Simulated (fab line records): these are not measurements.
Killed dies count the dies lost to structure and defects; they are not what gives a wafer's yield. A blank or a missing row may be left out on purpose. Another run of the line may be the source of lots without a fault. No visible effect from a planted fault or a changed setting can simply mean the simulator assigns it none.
Which tool did it? :: flow sky130 :: 14 lots with 42 wafers sampled at 4 steps, on a route of 708 steps

== WHAT THE GAUGES SHOWED, per wafer ==
SKY_DNWELL_TW_MEAS_09.
lot: L439
measured: day 3 08:54
on: film metro-03
DNWELL_TW: 1134 1134 1131

lot: L438
measured: day 3 09:15
on: film metro-03
DNWELL_TW: 1127 1133 1126

lot: L440
measured: day 3 13:57
on: film metro-03
DNWELL_TW: 1129 1131 1138

lot: L443
measured: day 4 03:07
on: film metro-02
DNWELL_TW: 1112 1116 1117

lot: L444
measured: day 4 16:16
on: film metro-03
DNWELL_TW: 1133 1138 1134

lot: L446
measured: day 5 01:41
on: film metro-02
DNWELL_TW: 1123 1121 1127

lot: L447
measured: day 5 06:43
on: film metro-03
DNWELL_TW: 1117 1118 1114

lot: L449
measured: day 5 17:21
on: film metro-03
DNWELL_TW: 1132 1128 1125

lot: L451
measured: day 6 08:22
on: film metro-02
DNWELL_TW: 1110 1115 1116

lot: L453
measured: day 6 19:18
on: film metro-03
DNWELL_TW: 1130 1126 1129

lot: L455
measured: day 7 03:25
on: film metro-02
DNWELL_TW: 30 30 30 30 30 30

lot: L456
measured: day 7 10:07
on: film metro-03
DNWELL_TW: 30 30 30 31 30 30

lot: L460
measured: day 8 02:51
on: film metro-03
DNWELL_TW: 1128 1131 1135

lot: L461
measured: day 8 21:09
on: film metro-02
DNWELL_TW: 1119 1118 1118

SKY_VT_ADJUST_LVTN_OVL_MEAS_18.
lot: L439
measured: day 7 20:51
on: overlay-02
VT_ADJUST_LVTN_01_OVL (nm): 2.4 2.3 2.4

lot: L438
measured: day 7 21:00
on: overlay-02
VT_ADJUST_LVTN_01_OVL (nm): 1.1 -0.7 0.2

lot: L440
measured: day 8 02:15
on: overlay-02
VT_ADJUST_LVTN_01_OVL (nm): 0.3 -0.3 -0.5

lot: L443
measured: day 8 23:52
on: overlay-02
VT_ADJUST_LVTN_01_OVL (nm): 1.1 3.2 1.7

lot: L444
measured: day 9 13:03
on: overlay-02
VT_ADJUST_LVTN_01_OVL (nm): 1.9 2.6 0.5

lot: L446
measured: day 9 23:21
on: overlay-02
VT_ADJUST_LVTN_01_OVL (nm): 1.6 2.0 0.0

lot: L447
measured: day 10 06:22
on: overlay-02
VT_ADJUST_LVTN_01_OVL (nm): 2.7 1.1 2.7

lot: L449
measured: day 10 20:30
on: overlay-02
VT_ADJUST_LVTN_01_OVL (nm): 1.1 2.1 2.7

lot: L451
measured: day 11 14:45
on: overlay-01
VT_ADJUST_LVTN_01_OVL (nm): 0.7 1.5 -0.3

lot: L453
measured: day 12 05:45
on: overlay-02
VT_ADJUST_LVTN_01_OVL (nm): 2.6 2.5 1.0

lot: L460
measured: day 13 23:03
on: overlay-01
VT_ADJUST_LVTN_01_OVL (nm): 3.5 3.1 1.7

lot: L461
measured: day 14 20:30
on: overlay-02
VT_ADJUST_LVTN_01_OVL (nm): 2.5 -0.5 0.5

SKY_LDD_HVP_TW_MEAS_10.
lot: L439
measured: day 21 16:35
on: film metro-04
LDD_HVP_TW: 457.8 455.8 455.8

lot: L438
measured: day 21 11:47
on: film metro-03
LDD_HVP_TW: 462.7 463.3 462.5

lot: L440
measured: day 22 01:23
on: film metro-03
LDD_HVP_TW: 457.2 455.7 456.1

lot: L443
measured: day 23 13:23
on: film metro-01
LDD_HVP_TW: 455.8 458.1 457.9

lot: L444
measured: day 24 01:29
on: film metro-03
LDD_HVP_TW: 457.6 458.0 455.8

lot: L446
measured: day 24 18:05
on: film metro-01
LDD_HVP_TW: 456.5 457.8 455.1

lot: L447
measured: day 25 04:39
on: film metro-04
LDD_HVP_TW: 453.2 454.6 454.3

lot: L449
measured: day 25 17:59
on: film metro-03
LDD_HVP_TW: 456.1 455.0 455.9

lot: L451
measured: day 26 15:50
on: film metro-01
LDD_HVP_TW: 458.7 460.7 459.3

lot: L453
measured: day 27 13:02
on: film metro-01
LDD_HVP_TW: 455.1 456.2 456.7

lot: L460
measured: day 29 04:08
on: film metro-04
LDD_HVP_TW: 454.5 456.6 457.2

lot: L461
measured: day 30 04:29
on: film metro-03
LDD_HVP_TW: 459.4 458.9 457.9

== WHAT TOOL EACH LOT RAN ON (gives the tool, then ch and the chambers of the sampled wafers, and finally the start) ==
lot: L439
SKY_DNWELL_DEVELOP_06: litho track-04 ch 0, day 3 08:00

lot: L438
SKY_DNWELL_DEVELOP_06: litho track-04 ch 0, day 3 08:00

lot: L440
SKY_DNWELL_DEVELOP_06: litho track-03 ch 0, day 3 13:00

lot: L443
SKY_DNWELL_DEVELOP_06: litho track-04 ch 0, day 4 02:00

lot: L444
SKY_DNWELL_DEVELOP_06: litho track-01 ch 0, day 4 15:00

lot: L446
SKY_DNWELL_DEVELOP_06: litho track-04 ch 0, day 5 01:00

lot: L447
SKY_DNWELL_DEVELOP_06: litho track-01 ch 0, day 5 06:00

lot: L449
SKY_DNWELL_DEVELOP_06: litho track-03 ch 0, day 5 16:00

lot: L451
SKY_DNWELL_DEVELOP_06: litho track-03 ch 0, day 6 07:00

lot: L453
SKY_DNWELL_DEVELOP_06: litho track-01 ch 0, day 6 18:00

lot: L455
SKY_DNWELL_DEVELOP_06: litho track-03, day 7 03:00

lot: L456
SKY_DNWELL_DEVELOP_06: litho track-01, day 7 09:00

lot: L460
SKY_DNWELL_DEVELOP_06: litho track-03 ch 0, day 8 02:00

lot: L461
SKY_DNWELL_DEVELOP_06: litho track-03 ch 0, day 8 20:00
- SKY_DNWELL_DEVELOP_06: develop time 60 s.

== WHAT THE TOOLS THEMSELVES READ (means of the sampled wafers that have a number; where no wafer has one, the mark that the record gives instead) ==
SKY_DNWELL_DEVELOP_06.
lot: L439
tool: litho track-04
chill plate temp C (C): 22.97

lot: L438
tool: litho track-04
chill plate temp C (C): 22.97

lot: L440
tool: litho track-03
chill plate temp C (C): 23.03

lot: L443
tool: litho track-04
chill plate temp C (C): 22.95

lot: L444
tool: litho track-01
chill plate temp C (C): 23.07

lot: L446
tool: litho track-04
chill plate temp C (C): 22.97

lot: L447
tool: litho track-01
chill plate temp C (C): 23.00

lot: L449
tool: litho track-03
chill plate temp C (C): 23.03

lot: L451
tool: litho track-03
chill plate temp C (C): 23.09

lot: L453
tool: litho track-01
chill plate temp C (C): 23.14

lot: L455
tool: litho track-03
chill plate temp C (C): -

lot: L456
tool: litho track-01
chill plate temp C (C): -

lot: L460
tool: litho track-03
chill plate temp C (C): 22.96

lot: L461
tool: litho track-03
chill plate temp C (C): 22.89

== THE ANSWER, worked out from the rows above alone ==
Rule: usual is defined by the lots themselves. The widest of any qualifying gaps counts: lots, ordered by their means at a reading, are off when they make up no more than a third of the lots, leave a main group of 4 or more, and stand apart from it by 3 or more times the standard deviation of that group's means. A main group whose means are all the same, to the digits that the tables above print for the reading, isn't used. Also off: a lot with no number at a reading for which 4 or more lots have one. The other lots that the step has rows for count as sound. After the gauges, taken in route order, come the tools' own readings; for these a lot's mean is taken, as printed above. The first step at which some lot is off is used, and at that step the reading that is off furthest; a lot without a number counts as furthest.
Off: L455, L456, seen at SKY_DNWELL_TW_MEAS_09 (DNWELL_TW). Main group: mean 1125, sd 7.3.
A tool fits if, at a process step before that reading, it ran every lot that is off, and no sound lot after the first of them. The gauges at SKY_DNWELL_TW_MEAS_09 aren't tried: what is off there is off at SKY_DNWELL_DEVELOP_06 too, on other tools, and a gauge's error can't cause that. Of those tried, none fits.

== WHAT THE SIMULATOR HAD INSERTED ==
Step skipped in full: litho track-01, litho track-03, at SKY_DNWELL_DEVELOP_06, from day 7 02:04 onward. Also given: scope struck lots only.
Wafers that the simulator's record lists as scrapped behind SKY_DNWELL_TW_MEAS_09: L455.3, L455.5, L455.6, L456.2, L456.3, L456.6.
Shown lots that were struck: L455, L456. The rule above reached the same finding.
